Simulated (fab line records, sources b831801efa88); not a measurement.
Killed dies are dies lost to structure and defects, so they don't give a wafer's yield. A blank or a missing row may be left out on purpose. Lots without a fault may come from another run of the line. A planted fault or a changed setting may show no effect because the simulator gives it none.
fab line records | flow gf180mcu | part 1 of 2: steps 1 to 42 of 43
record lots=6 wafers=18 last_day=33
route steps=602 shown HV_LDD@232 NSD@235 PSD@248 SAB@264 PASSIVATION@602
lots that met no fault: from a run of the same line without faults
start_h: hours from the record's first day to the start of the lot's first wafer shown | wait_h: hours since the lot's step before | " the same as in the row above | L1.1+2: a row that stands for several wafers | - no value, or no start given | * or withheld: withheld | < > ~ a bound
route shown NAME@n: a module of which the file shows steps, and the number in the route of the first | usual: mean/standard deviation of fault-free wafers | same: alike in all rows | chamber/n: place in a boat | sites: the reading at each site | _std_site: their standard deviation | _edge_site: outer sites' mean less inner sites' | radius_mm: how far each site lies from the wafer's centre | mask NAME#n: copy n | behind: the tool/chamber that last shaped the wafer | hold: why the lot was held/for how many hours/how that ended | device: the transistor (n, p or np) that didn't switch | end of line: the same wafers' tests at the end of the route | a step without rows: its recipe alone | killed: dies lost to structure and defects at the first sort, not the wafer's yield | map: a wafer's dies, x killed, . not, _ none there
set.NAME: the setting as run; set.NAME@STEP: as run at that earlier step | model.NAME: the simulator's own value behind a step, which no gauge read
lots at some steps of the route; a table a step, a row a wafer
services: from which hour (start_h, from the record's first day; less than 0 if before it) a tool's chamber was out of use, for how many hours, and why
## steps
# step GF_HV_LDD_CVD_56
# recipe material=Si3N4 precursor=DCS/NH3 target_thk_nm=90 temp_c=770 time_s=1543 pressure_mtorr=250
# step GF_HV_LDD_THK_MEAS_57
# recipe reads=Si3N4_of_HV_LDD_CVD_56
# usual HV_LDD_CVD_56_THK=90.0/0.85
# columns lot.wafer tool chamber start_h wait_h HV_LDD_CVD_56_THK[nm]
L855.3 film_metro-01 - 281.88 0.0 89.5
L855.4 " - " " 89.7
L855.6 " - " " 89.7
L856.1 film_metro-03 - 291.31 0.0 90.6
L856.3 " - " " 90.8
L856.4 " - " " 90.6
L859.1 film_metro-04 - 313.74 0.0 90.8
L859.3 " - " " 90.1
L859.4 " - " " 90.3
L862.1 film_metro-03 - 341.51 0.0 90.4
L862.2 " - " " 89.4
L862.6 " - " " 90.0
L864.2 film_metro-04 - 356.62 0.0 90.0
L864.5 " - " " 90.6
L864.6 " - " " 90.5
L872.3 film_metro-04 - 422.22 0.0 89.2
L872.4 " - " " 89.2
L872.6 " - " " 89.2
# step GF_HV_LDD_ETCHBACK_58
# recipe chemistry=CH3F/O2 target=Si3N4 stop_on=SiO2 source_w=400 bias_w=80 pressure_mtorr=25 ch3f_flow_sccm=40 O2_flow_sccm=30 time_s=100 target_depth_a=900
# usual O2_flow_sccm=30.00/0.096 drypump_motor_current_A=5.35/0.29 oes_product_au=0.843/0.0059 rf_fwd_power_W=397.4/1.7 throttle_valve_pct=10.561/0.0091
# columns lot.wafer tool chamber start_h wait_h O2_flow_sccm drypump_motor_current_A oes_product_au rf_fwd_power_W rf_hours_counter_h throttle_valve_pct
L855.3 rie_diel-01 1 281.92 0.0 30.15 5.50 0.848 398.0 1 10.562
L855.4 " 0 " " 29.93 5.29 0.839 397.3 67 10.552
L855.6 " 2 " " 29.89 5.19 0.837 396.9 - 10.554
L856.1 rie_diel-02 2 291.37 0.1 30.00 4.97 0.843 396.3 117 10.556
L856.3 " 1 " " 30.04 6.00 0.847 398.2 56 10.568
L856.4 " 3 " " 29.93 5.35 0.848 400.0 5 10.551
L859.1 rie_diel-04 0 313.80 0.1 29.85 4.90 0.847 397.1 21 10.562
L859.3 " 2 " " 30.05 5.46 0.835 396.9 10 10.568
L859.4 " 3 " " 30.21 5.38 0.842 401.8 74 10.568
L862.1 rie_diel-04 3 341.57 0.1 29.90 5.38 0.852 396.3 74 10.566
L862.2 " 0 " " 29.94 4.89 0.834 396.0 22 10.554
L862.6 " 2 " " 30.02 5.46 0.841 396.3 - 10.562
L864.2 rie_diel-01 3 356.67 0.0 29.87 5.17 0.843 397.8 0 10.568
L864.5 " 3 " " 29.98 5.18 0.843 397.5 - 10.565
L864.6 " 1 " " 30.07 5.50 0.849 398.7 - 10.568
L872.3 rie_diel-01 1 422.26 0.0 30.01 5.51 0.835 397.4 5 10.572
L872.4 " 3 " " 30.00 5.18 0.840 398.1 2 10.550
L872.6 " 3 " " 29.96 5.18 0.842 397.7 - 10.554
# step GF_NSD_DEHYDRATE_00
# recipe temp_c=200 time_s=60
# step GF_NSD_HMDS_01
# recipe prime_time_s=60 prime_temp_c=120
# step GF_NSD_COAT_02
# recipe resist=NOVOLAK spin_rpm=3000 resist_thk_nm=1000
# step GF_NSD_SOFTBAKE_03
# recipe temp_c=90 time_s=60 resist=NOVOLAK
# step GF_NSD_EXPOSE_04
# recipe mask_id=Nplus target_cd_nm=400 na=0.6 source_shape=conventional sigma_outer=0.6 dose_mj=140
# step GF_NSD_PEB_05
# recipe temp_c=withheld time_s=* resist=NOVOLAK
# step GF_NSD_DEVELOP_06
# recipe develop_time_s=60 dev_temp_c=23
# step GF_NSD_CD_MEAS_07
# recipe target_cd_nm=400
# usual cd_nm=400.5/1.9
# columns lot.wafer tool chamber start_h wait_h cd_nm
L855.3 cd_sem-02 - 301.50 0.1 403.9
L855.4 " - " " 402.9
L855.6 " - " " 401.0
L856.1 cd_sem-01 - 311.76 0.1 403.4
L856.3 " - " " 400.0
L856.4 " - " " 402.8
L859.1 cd_sem-01 - 334.86 0.1 400.0
L859.3 " - " " 397.8
L859.4 " - " " 395.6
L862.1 cd_sem-02 - 363.71 0.1 400.5
L862.2 " - " " 400.2
L862.6 " - " " 399.0
L864.2 cd_sem-01 - 378.13 0.1 402.5
L864.5 " - " " 403.1
L864.6 " - " " 404.3
L872.3 cd_sem-01 - 446.70 0.1 401.2
L872.4 " - " " 401.1
L872.6 " - " " 404.5
# step GF_NSD_OVL_MEAS_08
# usual NSD_OVL=0.8/1.5
# columns lot.wafer tool chamber start_h wait_h NSD_OVL[nm]
L855.3 overlay-01 - 301.59 0.1 0.7
L855.4 " - " " 0.0
L855.6 " - " " 1.4
L856.1 overlay-02 - 311.88 0.1 -0.5
L856.3 " - " " -2.1
L856.4 " - " " -2.4
L859.1 overlay-02 - 334.98 0.1 1.2
L859.3 " - " " 1.4
L859.4 " - " " 0.3
L862.1 overlay-02 - 363.83 0.1 -0.4
L862.2 " - " " 2.0
L862.6 " - " " -0.7
L864.2 overlay-02 - 378.23 0.1 0.2
L864.5 " - " " -0.1
L864.6 " - " " 0.7
L872.3 overlay-01 - 446.79 0.1 -0.3
L872.4 " - " " 1.4
L872.6 " - " " 2.0
# step GF_NSD_IMPLANT_09
# recipe species=As energy_kev=60 dose_cm2=4e+15 tilt_deg=7
# usual tilt_deg=7.000/0.022
# columns lot.wafer tool chamber start_h wait_h tilt_deg
L855.3 implanter-04 0 301.67 0.1 7.002
L855.4 " 0 " " 7.011
L855.6 " 0 " " 6.999
L856.1 implanter-04 0 311.92 0.0 7.029
L856.3 " 0 " " 7.003
L856.4 " 0 " " 7.010
L859.1 implanter-01 0 335.01 0.0 7.000
L859.3 " 0 " " 6.974
L859.4 " 0 " " 6.986
L862.1 implanter-01 0 363.86 0.0 7.045
L862.2 " 0 " " 6.998
L862.6 " 0 " " 7.058
L864.2 implanter-01 0 378.29 0.0 6.972
L864.5 " 0 " " 7.005
L864.6 " 0 " " 6.979
L872.3 implanter-04 0 446.86 0.1 6.959
L872.4 " 0 " " 6.996
L872.6 " 0 " " 6.991
# step GF_NSD_IMPLANT_10
# recipe species=P energy_kev=40 dose_cm2=5e+14 tilt_deg=7
# step GF_NSD_STRIP_11
# recipe chemistry=O2/N2 power_w=1400 pressure_mtorr=1500 platen_temp_c=250 o2_flow_sccm=3000 n2_flow_sccm=300 overash_fraction=0.5
# usual drypump_motor_current_A=5.6/0.46 heater_power_w=329/30 n2_flow_sccm=300.0/0.91 oes_product_au=0.487/0.0044 strip_time_to_endpoint_s=22.96/0.037
# same overash_fraction=0.5
# columns lot.wafer tool chamber start_h wait_h drypump_motor_current_A heater_power_w n2_flow_sccm oes_product_au rf_hours_counter_h strip_time_to_endpoint_s
L855.3 plasma_asher-01 0 301.95 0.1 5.6 336 300.7 0.487 - 22.92
L855.4 " 1 " " 5.8 350 301.4 0.485 - 22.96
L855.6 " 0 " " 5.7 331 300.4 0.486 - 22.93
L856.1 plasma_asher-03 1 312.22 0.1 5.2 290 299.7 0.491 53 22.89
L856.3 " 1 " " 5.2 289 299.6 0.482 - 22.89
L856.4 " 0 " " 6.4 322 299.2 0.485 - 22.92
L859.1 plasma_asher-01 1 335.31 0.1 5.9 353 299.0 0.479 71 22.93
L859.3 " 1 " " 5.9 348 298.5 0.490 - 22.94
L859.4 " 0 " " 5.6 336 298.5 0.488 - 22.96
L862.1 plasma_asher-04 0 364.16 0.1 5.1 318 300.0 0.485 72 22.93
L862.2 " 1 " " 5.4 372 300.9 0.484 72 22.95
L862.6 " 1 " " 5.4 385 301.4 0.487 - 22.95
L864.2 plasma_asher-03 1 378.56 0.1 5.2 290 299.4 0.488 59 23.02
L864.5 " 0 " " 6.4 327 299.9 0.486 - 22.99
L864.6 " 1 " " 5.2 284 298.9 0.487 - 23.00
L872.3 plasma_asher-03 1 447.15 0.1 5.2 282 299.7 0.492 - 23.02
L872.4 " 0 " " 6.4 323 300.1 0.485 - 22.99
L872.6 " 1 " " 5.2 289 299.1 0.480 - 22.96
# step GF_NSD_TW_MEAS_12
# usual NSD_TW=4278/38
# columns lot.wafer tool chamber start_h wait_h NSD_TW
L855.3 film_metro-04 - 302.04 0.1 4244
L855.4 " - " " 4238
L855.6 " - " " 4235
L856.1 film_metro-02 - 312.32 0.1 4303
L856.3 " - " " 4312
L856.4 " - " " 4322
L859.1 film_metro-03 - 335.41 0.1 4219
L859.3 " - " " 4196
L859.4 " - " " 4221
L862.1 film_metro-02 - 364.26 0.1 4303
L862.2 " - " " 4263
L862.6 " - " " 4261
L864.2 film_metro-03 - 378.67 0.1 4243
L864.5 " - " " 4219
L864.6 " - " " 4260
L872.3 film_metro-02 - 447.23 0.1 4326
L872.4 " - " " 4328
L872.6 " - " " 4300
# step GF_PSD_DEHYDRATE_00
# recipe temp_c=200 time_s=60
# step GF_PSD_HMDS_01
# recipe prime_time_s=60 prime_temp_c=120
# step GF_PSD_COAT_02
# recipe resist=NOVOLAK spin_rpm=3000 resist_thk_nm=1000
# step GF_PSD_SOFTBAKE_03
# recipe temp_c=90 time_s=60 resist=NOVOLAK
# step GF_PSD_EXPOSE_04
# recipe mask_id=Pplus target_cd_nm=400 na=0.6 source_shape=conventional sigma_outer=0.6 dose_mj=140
# step GF_PSD_PEB_05
# recipe temp_c=withheld time_s=* resist=NOVOLAK
# step GF_PSD_DEVELOP_06
# recipe develop_time_s=60 dev_temp_c=23
# step GF_PSD_CD_MEAS_07
# recipe target_cd_nm=400
# usual cd_nm=400.7/2.2
# columns lot.wafer tool chamber start_h wait_h cd_nm
L855.3 cd_sem-02 - 322.49 0.1 403.3
L855.4 " - " " 402.6
L855.6 " - " " 404.1
L856.1 cd_sem-01 - 332.70 0.1 401.6
L856.3 " - " " 401.2
L856.4 " - " " 398.2
L859.1 cd_sem-02 - 357.10 0.1 398.8
L859.3 " - " " 399.5
L859.4 " - " " 400.0
L862.1 cd_sem-02 - 387.40 0.1 404.7
L862.2 " - " " 404.1
L862.6 " - " " 403.4
L864.2 cd_sem-02 - 401.92 0.1 397.3
L864.5 " - " " 398.4
L864.6 " - " " 399.3
L872.3 cd_sem-01 - 470.90 0.1 399.2
L872.4 " - " " 400.7
L872.6 " - " " 396.9
# step GF_PSD_OVL_MEAS_08
# usual PSD_OVL=1.2/1.7
# columns lot.wafer tool chamber start_h wait_h PSD_OVL[nm]
L855.3 overlay-01 - 322.58 0.1 1.0
L855.4 " - " " 1.5
L855.6 " - " " 0.4
L856.1 overlay-01 - 332.82 0.1 4.3
L856.3 " - " " 2.1
L856.4 " - " " 1.8
L859.1 overlay-02 - 357.22 0.1 2.0
L859.3 " - " " 0.4
L859.4 " - " " 1.2
L862.1 overlay-01 - 387.52 0.1 2.0
L862.2 " - " " 5.2
L862.6 " - " " 3.6
L864.2 overlay-02 - 402.03 0.1 0.4
L864.5 " - " " 2.2
L864.6 " - " " -1.1
L872.3 overlay-02 - 470.99 0.1 -0.8
L872.4 " - " " 0.2
L872.6 " - " " 1.9
# step GF_PSD_IMPLANT_09
# recipe species=BF2 energy_kev=40 dose_cm2=1.5e+15 tilt_deg=7
# step GF_PSD_STRIP_10
# recipe chemistry=O2/N2 power_w=1400 pressure_mtorr=1500 platen_temp_c=250 o2_flow_sccm=3000 n2_flow_sccm=300 overash_fraction=0.5
# usual drypump_motor_current_A=5.8/0.48 heater_power_w=351/45 n2_flow_sccm=300.2/0.93 oes_product_au=0.592/0.0049 strip_time_to_endpoint_s=16.53/0.038
# same overash_fraction=0.5
# columns lot.wafer tool chamber start_h wait_h drypump_motor_current_A heater_power_w n2_flow_sccm oes_product_au rf_hours_counter_h strip_time_to_endpoint_s
L855.3 plasma_asher-04 0 322.79 0.1 5.2 304 300.3 0.594 - 16.46
L855.4 " 1 " " 5.4 367 298.6 0.580 - 16.47
L855.6 " 1 " " 5.4 368 299.8 0.594 - 16.45
L856.1 plasma_asher-03 0 333.04 0.1 6.4 324 300.1 0.594 55 16.53
L856.3 " 1 " " 5.2 289 301.2 0.597 - 16.47
L856.4 " 0 " " 6.4 329 300.0 0.591 - 16.53
L859.1 plasma_asher-02 1 357.41 0.1 6.3 412 302.5 0.595 23 16.50
L859.3 " 1 " " 6.3 409 301.5 0.589 - 16.50
L859.4 " 0 " " 5.8 354 299.3 0.595 - 16.52
L862.1 plasma_asher-03 1 387.71 0.1 5.2 286 300.2 0.590 60 16.50
L862.2 " 0 " " 6.4 323 301.3 0.599 60 16.50
L862.6 " 1 " " 5.2 283 300.2 0.586 - 16.47
L864.2 plasma_asher-02 1 402.21 0.1 6.3 418 301.0 0.597 27 16.52
L864.5 " 1 " " 6.3 403 300.8 0.591 - 16.53
L864.6 " 0 " " 5.8 341 301.5 0.595 - 16.56
L872.3 plasma_asher-02 0 471.20 0.1 5.8 359 301.0 0.593 - 16.52
L872.4 " 1 " " 6.3 421 299.5 0.591 - 16.57
L872.6 " 0 " " 5.8 354 300.6 0.590 - 16.55
# step GF_PSD_TW_MEAS_11
# usual PSD_TW=3196/30
# columns lot.wafer tool chamber start_h wait_h PSD_TW
L855.3 film_metro-04 - 322.88 0.1 3209
L855.4 " - " " 3212
L855.6 " - " " 3211
L856.1 film_metro-02 - 333.14 0.1 3212
L856.3 " - " " 3219
L856.4 " - " " 3216
L859.1 film_metro-03 - 357.51 0.1 3197
L859.3 " - " " 3202
L859.4 " - " " 3155
L862.1 film_metro-03 - 387.81 0.1 3161
L862.2 " - " " 3158
L862.6 " - " " 3152
L864.2 film_metro-02 - 402.32 0.1 3212
L864.5 " - " " 3219
L864.6 " - " " 3209
L872.3 film_metro-02 - 471.28 0.1 3241
L872.4 " - " " 3260
L872.6 " - " " 3239
# step GF_PSD_CLEAN_12
# recipe chemistry=SC1/SC2 mix=1:4:20 temp_c=70 time_s=150 dry=n2_spin
# step GF_PSD_RTA_13
# recipe temp_c=1025 time_s=20 ambient=N2
# usual lamp_power_pct=31.20/0.035 wafer_temp_C_max=1031.2/2.2
# columns lot.wafer tool chamber start_h wait_h lamp_power_pct wafer_temp_C_max
L855.3 rtp_anneal-02 0 323.00 0.0 31.19 1032.2
L855.4 " 0 " " 31.23 1033.0
L855.6 " 0 " " 31.24 1032.3
L856.1 rtp_anneal-01 0 333.28 0.0 31.15 1028.8
L856.3 " 0 " " 31.17 1029.1
L856.4 " 0 " " 31.24 1030.3
L859.1 rtp_anneal-01 0 357.62 0.0 31.21 1029.8
L859.3 " 0 " " 31.19 1029.6
L859.4 " 0 " " 31.16 1030.3
L862.1 rtp_anneal-01 0 387.92 0.0 31.22 1029.4
L862.2 " 0 " " 31.15 1028.7
L862.6 " 0 " " 31.15 1029.4
L864.2 rtp_anneal-02 0 402.48 0.0 31.25 1033.5
L864.5 " 0 " " 31.20 1034.2
L864.6 " 0 " " 31.16 1031.9
L872.3 rtp_anneal-02 0 471.40 0.0 31.20 1032.0
L872.4 " 0 " " 31.24 1031.0
L872.6 " 0 " " 31.23 1029.8
# step GF_PSD_RS_MEAS_14
# recipe thk_meas_gauge=four-point-probe
# usual NSD_RS=46.10/0.085
# columns lot.wafer tool chamber start_h wait_h NSD_RS[ohm/sq]
L855.3 film_metro-02 - 323.10 0.1 46.06
L855.4 " - " " 46.25
L855.6 " - " " 46.06
L856.1 film_metro-04 - 333.36 0.1 46.12
L856.3 " - " " 46.15
L856.4 " - " " 46.14
L859.1 film_metro-02 - 357.71 0.1 46.16
L859.3 " - " " 46.09
L859.4 " - " " 46.18
L862.1 film_metro-03 - 388.00 0.1 45.96
L862.2 " - " " 45.91
L862.6 " - " " 46.02
L864.2 film_metro-04 - 402.57 0.1 46.16
L864.5 " - " " 46.09
L864.6 " - " " 46.22
L872.3 film_metro-04 - 471.50 0.1 46.13
L872.4 " - " " 46.12
L872.6 " - " " 46.02
# step GF_PSD_RS_MEAS_15
# recipe thk_meas_gauge=four-point-probe
# usual PSD_RS=108.53/0.27
# columns lot.wafer tool chamber start_h wait_h PSD_RS[ohm/sq]
L855.3 film_metro-02 - 323.22 0.1 108.24
L855.4 " - " " 108.26
L855.6 " - " " 108.36
L856.1 film_metro-04 - 333.48 0.1 108.29
L856.3 " - " " 108.72
L856.4 " - " " 108.85
L859.1 film_metro-02 - 357.83 0.1 108.83
L859.3 " - " " 108.68
L859.4 " - " " 108.84
L862.1 film_metro-03 - 388.12 0.1 108.13
L862.2 " - " " 108.18
L862.6 " - " " 108.33
L864.2 film_metro-04 - 402.69 0.1 108.64
L864.5 " - " " 108.79
L864.6 " - " " 108.82
L872.3 film_metro-04 - 471.62 0.1 108.89
L872.4 " - " " 108.76
L872.6 " - " " 108.63
# step GF_SAB_CVD_00
# recipe material=SiO2 target_thk_nm=50 precursor=TEOS temp_c=400 time_s=4.9302 rf_w=600
# usual heater_power_w=681/62 rf_fwd_power_W=586.4/2.3
# columns lot.wafer tool chamber start_h wait_h heater_power_w rf_fwd_power_W
L855.3 pecvd-03 1 323.30 0.1 749 584.4
L855.4 " 2 " " 736 585.9
L855.6 " 0 " " 699 588.3
L856.1 pecvd-02 1 333.60 0.1 562 579.9
L856.3 " 0 " " 668 587.0
L856.4 " 2 " " 555 587.1
L859.1 pecvd-03 0 357.95 0.1 699 589.4
L859.3 " 2 " " 637 583.1
L859.4 " 0 " " 679 587.8
L862.1 pecvd-01 1 388.24 0.1 773 584.6
L862.2 " 2 " " 584 586.2
L862.6 " 2 " " 594 587.1
L864.2 pecvd-03 2 402.79 0.1 656 586.4
L864.5 " 0 " " 667 589.6
L864.6 " 2 " " 671 585.6
L872.3 pecvd-03 2 471.70 0.1 721 583.2
L872.4 " 0 " " 633 588.7
L872.6 " 2 " " 693 587.2
# step GF_SAB_THK_MEAS_01
# recipe reads=SiO2_of_SAB_CVD_00
# usual SAB_CVD_00_THK=50.2/0.66
# columns lot.wafer tool chamber start_h wait_h SAB_CVD_00_THK[nm]
L855.3 film_metro-03 - 323.34 0.0 49.2
L855.4 " - " " 49.7
L855.6 " - " " 49.2
L856.1 film_metro-02 - 333.62 0.0 49.3
L856.3 " - " " 49.2
L856.4 " - " " 50.7
L859.1 film_metro-03 - 358.02 0.1 49.9
L859.3 " - " " 50.0
L859.4 " - " " 51.5
L862.1 film_metro-02 - 388.26 0.0 50.4
L862.2 " - " " 50.2
L862.6 " - " " 50.9
L864.2 film_metro-03 - 402.83 0.0 48.6
L864.5 " - " " 50.0
L864.6 " - " " 49.4
L872.3 film_metro-03 - 471.74 0.0 49.4
L872.4 " - " " 50.6
L872.6 " - " " 50.2
# step GF_SAB_DEHYDRATE_02
# recipe temp_c=200 time_s=60
# step GF_SAB_HMDS_03
# recipe prime_time_s=60 prime_temp_c=120
# step GF_SAB_COAT_04
# recipe resist=NOVOLAK spin_rpm=3000 resist_thk_nm=1000
# step GF_SAB_SOFTBAKE_05
# recipe temp_c=90 time_s=60 resist=NOVOLAK
# step GF_SAB_EXPOSE_06
# recipe mask_id=SAB target_cd_nm=420 na=0.6 source_shape=conventional sigma_outer=0.6 dose_mj=140
# step GF_SAB_PEB_07
# recipe temp_c=withheld time_s=* resist=NOVOLAK
# step GF_SAB_DEVELOP_08
# recipe develop_time_s=60 dev_temp_c=23
# step GF_SAB_CD_MEAS_09
# recipe target_cd_nm=420
# usual cd_nm=419.9/1.9
# columns lot.wafer tool chamber start_h wait_h cd_nm
L855.3 cd_sem-02 - 343.39 0.1 418.4
L855.4 " - " " 419.3
L855.6 " - " " 419.1
L856.1 cd_sem-02 - 356.04 0.1 416.8
L856.3 " - " " 417.1
L856.4 " - " " 418.9
L859.1 cd_sem-01 - 380.79 0.1 418.2
L859.3 " - " " 420.2
L859.4 " - " " 416.2
L862.1 cd_sem-02 - 411.35 0.1 418.3
L862.2 " - " " 418.4
L862.6 " - " " 419.6
L864.2 cd_sem-01 - 427.02 0.1 418.5
L864.5 " - " " 418.5
L864.6 " - " " 419.8
L872.3 cd_sem-01 - 495.39 0.1 417.5
L872.4 " - " " 417.1
L872.6 " - " " 414.9
